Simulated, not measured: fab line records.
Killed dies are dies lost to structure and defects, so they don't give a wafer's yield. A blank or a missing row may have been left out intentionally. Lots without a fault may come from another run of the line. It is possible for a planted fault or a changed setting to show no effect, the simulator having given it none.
Shared-tool check :: flow sky130 :: Sampled: 11 lots, 33 wafers

== WHY IT WAS OPENED ==
SKY_CONTACT_THK_MEAS_01, reading CONTACT_CVD_00_THK: flagged on 2 of 11 lots. Wafers without a fault read 75.2 nm, standard deviation 1.
Rule: a lot is flagged in two cases, either no wafer of it has a number, or all its wafers with numbers fall more than 4 standard deviations from that mean. All remaining lots are regarded as sound.

lot: L328
measured: day 30 10:21
on: film-metro-02
CONTACT_CVD_00_THK (nm), wafer by wafer: 73.3 73.5 74.6
flag: 

lot: L330
measured: day 30 17:38
on: film-metro-04
CONTACT_CVD_00_THK (nm), wafer by wafer: 74.4 75.9 75.3
flag: 

lot: L331
measured: day 31 03:54
on: film-metro-04
CONTACT_CVD_00_THK (nm), wafer by wafer: 74.1 76.3 75.0
flag: 

lot: L332
measured: day 31 10:35
on: film-metro-03
CONTACT_CVD_00_THK (nm), wafer by wafer: 74.0 75.1 75.3
flag: 

lot: L333
measured: day 32 10:34
on: film-metro-02
CONTACT_CVD_00_THK (nm), wafer by wafer: 74.5 74.7 75.0
flag: 

lot: L335
measured: day 32 21:55
on: film-metro-03
CONTACT_CVD_00_THK (nm), wafer by wafer: 74.9 76.6 75.2
flag: 

lot: L336
measured: day 33 17:40
on: film-metro-04
CONTACT_CVD_00_THK (nm), wafer by wafer: 150.5 150.6 150.2
flag: FLAGGED

lot: L338
measured: day 34 06:10
on: film-metro-02
CONTACT_CVD_00_THK (nm), wafer by wafer: 149.4 152.4 151.0
flag: FLAGGED

lot: L343
measured: day 35 22:53
on: film-metro-04
CONTACT_CVD_00_THK (nm), wafer by wafer: 73.4 75.6 75.2
flag: 

lot: L344
measured: day 36 00:54
on: film-metro-02
CONTACT_CVD_00_THK (nm), wafer by wafer: 75.0 76.7 75.7
flag: 

lot: L351
measured: day 37 17:31
on: film-metro-02
CONTACT_CVD_00_THK (nm), wafer by wafer: 72.9 75.8 76.3
flag: 
The numbers of the flagged lots are 150.7 nm on average: +75.5 nm against the usual, or +75 standard deviations.

== WHICH TOOL RAN EACH LOT ==
Before the reading, the record contains 2 process steps out of a 708-step route. Every cell lists first the tool, next ch and the chambers used by the sampled wafers, and last the start.
lot: L328
flag: 
SKY_LOCAL_INTERCONNECT_ETCH_13: rie-metal-01 ch 0,1, day 30 09:37
SKY_CONTACT_CVD_00: pecvd-02 ch 0,1,2, day 30 10:19

lot: L330
flag: 
SKY_LOCAL_INTERCONNECT_ETCH_13: rie-metal-01 ch 1, day 30 16:46
SKY_CONTACT_CVD_00: pecvd-03 ch 0,1, day 30 17:35

lot: L331
flag: 
SKY_LOCAL_INTERCONNECT_ETCH_13: rie-metal-01 ch 1, day 31 03:01
SKY_CONTACT_CVD_00: pecvd-03 ch 0,2, day 31 03:51

lot: L332
flag: 
SKY_LOCAL_INTERCONNECT_ETCH_13: rie-metal-03 ch 1, day 31 09:47
SKY_CONTACT_CVD_00: pecvd-03 ch 1,2, day 31 10:32

lot: L333
flag: 
SKY_LOCAL_INTERCONNECT_ETCH_13: rie-metal-03 ch 0, day 32 09:43
SKY_CONTACT_CVD_00: pecvd-01 ch 0,2, day 32 10:32

lot: L335
flag: 
SKY_LOCAL_INTERCONNECT_ETCH_13: rie-metal-02 ch 0,1, day 32 21:10
SKY_CONTACT_CVD_00: pecvd-03 ch 0,1, day 32 21:53

lot: L336
flag: FLAGGED
SKY_LOCAL_INTERCONNECT_ETCH_13: rie-metal-03 ch 0,1, day 33 16:43
SKY_CONTACT_CVD_00: pecvd-02 ch 0,1,2, day 33 17:00

lot: L338
flag: FLAGGED
SKY_LOCAL_INTERCONNECT_ETCH_13: rie-metal-03 ch 0,1, day 34 05:14
SKY_CONTACT_CVD_00: pecvd-03 ch 0,1,2, day 34 05:55

lot: L343
flag: 
SKY_LOCAL_INTERCONNECT_ETCH_13: rie-metal-03 ch 0,1, day 35 22:04
SKY_CONTACT_CVD_00: pecvd-02 ch 0,2, day 35 22:50

lot: L344
flag: 
SKY_LOCAL_INTERCONNECT_ETCH_13: rie-metal-01 ch 0, day 36 00:02
SKY_CONTACT_CVD_00: pecvd-01 ch 0,1,2, day 36 00:52

lot: L351
flag: 
SKY_LOCAL_INTERCONNECT_ETCH_13: rie-metal-01 ch 0,1, day 37 16:47
SKY_CONTACT_CVD_00: pecvd-02 ch 0,2, day 37 17:28
What the steps here do:
- SKY_LOCAL_INTERCONNECT_ETCH_13: etches BARC in N2/H2, stops on SiO2, time 45.9 s, target depth 60 nm.
- SKY_CONTACT_CVD_00: deposits Si3N4, target thk 75 nm.
- SKY_CONTACT_THK_MEAS_01

== FLAGGED OVER TOTAL, TOOL BY TOOL (the gauges that took the reading come last) ==
step: SKY_LOCAL_INTERCONNECT_ETCH_13
tool: rie-metal-01
lots run: 5
flagged: 0
share of the flagged lots: none
sound lots run after its first flagged lot: -

step: SKY_LOCAL_INTERCONNECT_ETCH_13
tool: rie-metal-02
lots run: 1
flagged: 0
share of the flagged lots: none
sound lots run after its first flagged lot: -

step: SKY_LOCAL_INTERCONNECT_ETCH_13
tool: rie-metal-03
lots run: 5
flagged: 2
share of the flagged lots: all
sound lots run after its first flagged lot: 1 (L343)

step: SKY_CONTACT_CVD_00
tool: pecvd-01
lots run: 2
flagged: 0
share of the flagged lots: none
sound lots run after its first flagged lot: -

step: SKY_CONTACT_CVD_00
tool: pecvd-02
lots run: 4
flagged: 1
share of the flagged lots: some
sound lots run after its first flagged lot: 2 (L343,L351)

step: SKY_CONTACT_CVD_00
tool: pecvd-03
lots run: 5
flagged: 1
share of the flagged lots: some
sound lots run after its first flagged lot: 0

step: SKY_CONTACT_THK_MEAS_01
tool: film-metro-02
lots run: 5
flagged: 1
share of the flagged lots: some
sound lots run after its first flagged lot: 2 (L344,L351)

step: SKY_CONTACT_THK_MEAS_01
tool: film-metro-03
lots run: 2
flagged: 0
share of the flagged lots: none
sound lots run after its first flagged lot: -

step: SKY_CONTACT_THK_MEAS_01
tool: film-metro-04
lots run: 4
flagged: 1
share of the flagged lots: some
sound lots run after its first flagged lot: 1 (L343)

== WHAT THE TABLE ALLOWS ==
In the table, 1 row covers all flagged lots: rie-metal-03 at SKY_LOCAL_INTERCONNECT_ETCH_13.
- rie-metal-03 at SKY_LOCAL_INTERCONNECT_ETCH_13 ran 5 lots, 2 of them flagged. After the first flagged lot (L343), sound lots still ran on it; a lasting fault on the whole tool would not permit that.
There is no row in the table that ran each flagged lot and no sound lot after the first.

== WHAT THE SIMULATOR HAD PUT IN ==
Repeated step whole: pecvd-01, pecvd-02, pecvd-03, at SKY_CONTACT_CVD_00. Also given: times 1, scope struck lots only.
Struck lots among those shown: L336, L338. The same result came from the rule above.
